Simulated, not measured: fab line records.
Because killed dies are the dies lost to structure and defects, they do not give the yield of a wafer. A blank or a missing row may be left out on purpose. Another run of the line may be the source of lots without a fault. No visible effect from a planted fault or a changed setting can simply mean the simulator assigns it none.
Which tool did it? + flow gf180mcu + 15 lots, 45 wafers sampled, at 3 steps of a route of 602

== WHAT THE GAUGES SHOWED, per wafer ==
GF_V3_CD_MEAS_14: the cd target is 260 nm.
| lot  | measured     | on        | cd-nm (nm)        |
|------|--------------|-----------|-------------------|
| L134 | day 22 16:05 | cd-sem-01 | 259.1 258.9 259.2 |
| L135 | day 23 04:22 | cd-sem-01 | 259.0 258.3 258.8 |
| L136 | day 23 08:33 | cd-sem-02 | 259.0 260.7 259.8 |
| L137 | day 23 21:40 | cd-sem-01 | 260.1 259.1 261.1 |
| L139 | day 24 11:30 | cd-sem-02 | 259.7 260.9 260.1 |
| L142 | day 25 17:38 | cd-sem-02 | 261.8 263.1 261.7 |
| L144 | day 26 08:01 | cd-sem-01 | 260.9 261.2 260.6 |
| L145 | day 26 14:42 | cd-sem-02 | 258.8 258.6 258.7 |
| L146 | day 26 21:14 | cd-sem-02 | 263.9 264.0 263.4 |
| L148 | day 27 07:00 | cd-sem-01 | 261.6 261.8 261.9 |
| L147 | day 27 12:35 | cd-sem-01 | 258.6 257.1 257.0 |
| L152 | day 28 13:02 | cd-sem-01 | 260.0 259.7 260.7 |
| L154 | day 29 03:46 | cd-sem-02 | 260.8 262.3 261.9 |
| L156 | day 29 13:25 | cd-sem-02 | 259.8 259.1 260.3 |
| L155 | day 29 15:59 | cd-sem-01 | 260.5 259.7 261.0 |

GF_M4_CD_MEAS_14: the cd target is 280 nm.
| lot  | measured     | on        | cd-nm (nm)        |
|------|--------------|-----------|-------------------|
| L134 | day 23 16:01 | cd-sem-01 | 280.2 280.5 280.1 |
| L135 | day 24 04:34 | cd-sem-02 | 279.1 279.7 280.3 |
| L136 | day 24 08:23 | cd-sem-01 | 279.8 277.6 279.5 |
| L137 | day 24 20:43 | cd-sem-01 | 281.0 278.6 279.9 |
| L139 | day 25 10:48 | cd-sem-01 | 277.9 278.6 279.4 |
| L142 | day 26 15:31 | cd-sem-01 | 279.3 279.6 280.1 |
| L144 | day 27 05:56 | cd-sem-02 | 278.7 279.0 279.2 |
| L145 | day 27 12:38 | cd-sem-02 | 279.4 279.3 279.7 |
| L146 | day 27 18:43 | cd-sem-02 | 280.6 279.3 279.5 |
| L148 | day 28 04:02 | cd-sem-02 | 280.3 278.4 279.8 |
| L147 | day 28 09:33 | cd-sem-02 | 281.0 282.7 281.7 |
| L152 | day 29 10:14 | cd-sem-01 | 279.8 280.0 279.5 |
| L154 | day 30 00:02 | cd-sem-01 | 279.9 279.9 280.6 |
| L156 | day 30 09:37 | cd-sem-01 | 280.9 280.9 280.2 |
| L155 | day 30 11:58 | cd-sem-02 | 279.6 280.8 281.6 |

GF_M4_OVL_MEAS_15.
| lot  | measured     | on         | M4_OVL (nm) |
|------|--------------|------------|-------------|
| L134 | day 23 16:08 | overlay-01 | 0 0 8       |
| L135 | day 24 04:40 | overlay-02 | -2 2 -3     |
| L136 | day 24 08:30 | overlay-02 | 2 -3 3      |
| L137 | day 24 20:49 | overlay-02 | -8 -7 -9    |
| L139 | day 25 10:55 | overlay-01 | -4 -2 -4    |
| L142 | day 26 15:38 | overlay-01 | 5 3 3       |
| L144 | day 27 06:03 | overlay-01 | 6 2 6       |
| L145 | day 27 12:43 | overlay-02 | 6 0 10      |
| L146 | day 27 18:50 | overlay-02 | -12 -8 -13  |
| L148 | day 28 04:08 | overlay-02 | -1 5 -1     |
| L147 | day 28 09:40 | overlay-02 | -8 5 2      |
| L152 | day 29 10:20 | overlay-01 | 0 -2 7      |
| L154 | day 30 00:09 | overlay-02 | 6 -6 1      |
| L156 | day 30 09:44 | overlay-02 | 0 2 -5      |
| L155 | day 30 12:05 | overlay-01 | 4 9 9       |

== EACH LOT AND THE TOOL THAT RAN IT (in order: tool; ch and the chambers of the sampled wafers; start) ==
Record: no process step prior to these readings.

== WHAT THE TOOLS THEMSELVES READ (means of the sampled wafers that have a number; where no wafer has one, the mark that the record gives instead) ==
The record holds no such reading with a usual standard deviation.

== THE ANSWER, worked out from the rows above alone ==
Rule: usual is defined by the lots themselves. Put in order of their means at a reading, lots are off if they are a third of the lots or fewer, leave a main group of 4 or more, and stand apart from it by a gap of 3 or more times the standard deviation of the main group's means; of several such gaps the widest counts. Not used: any main group whose means are identical at the precision the tables above print for the reading. A lot without any number at a reading at which 4 lots or more have one is off too. Any other lot the step has rows for is counted as sound. The gauges are gone through in route order, then the tools' own readings, and for those a lot's mean is taken as printed above. At the first step where some lot is off, the reading lying furthest off is the one used; lots without a number count as furthest.
Across all readings shown, no lot is off: no conclusion can be drawn from this.

== WHAT WAS PUT IN BY THE SIMULATOR ==
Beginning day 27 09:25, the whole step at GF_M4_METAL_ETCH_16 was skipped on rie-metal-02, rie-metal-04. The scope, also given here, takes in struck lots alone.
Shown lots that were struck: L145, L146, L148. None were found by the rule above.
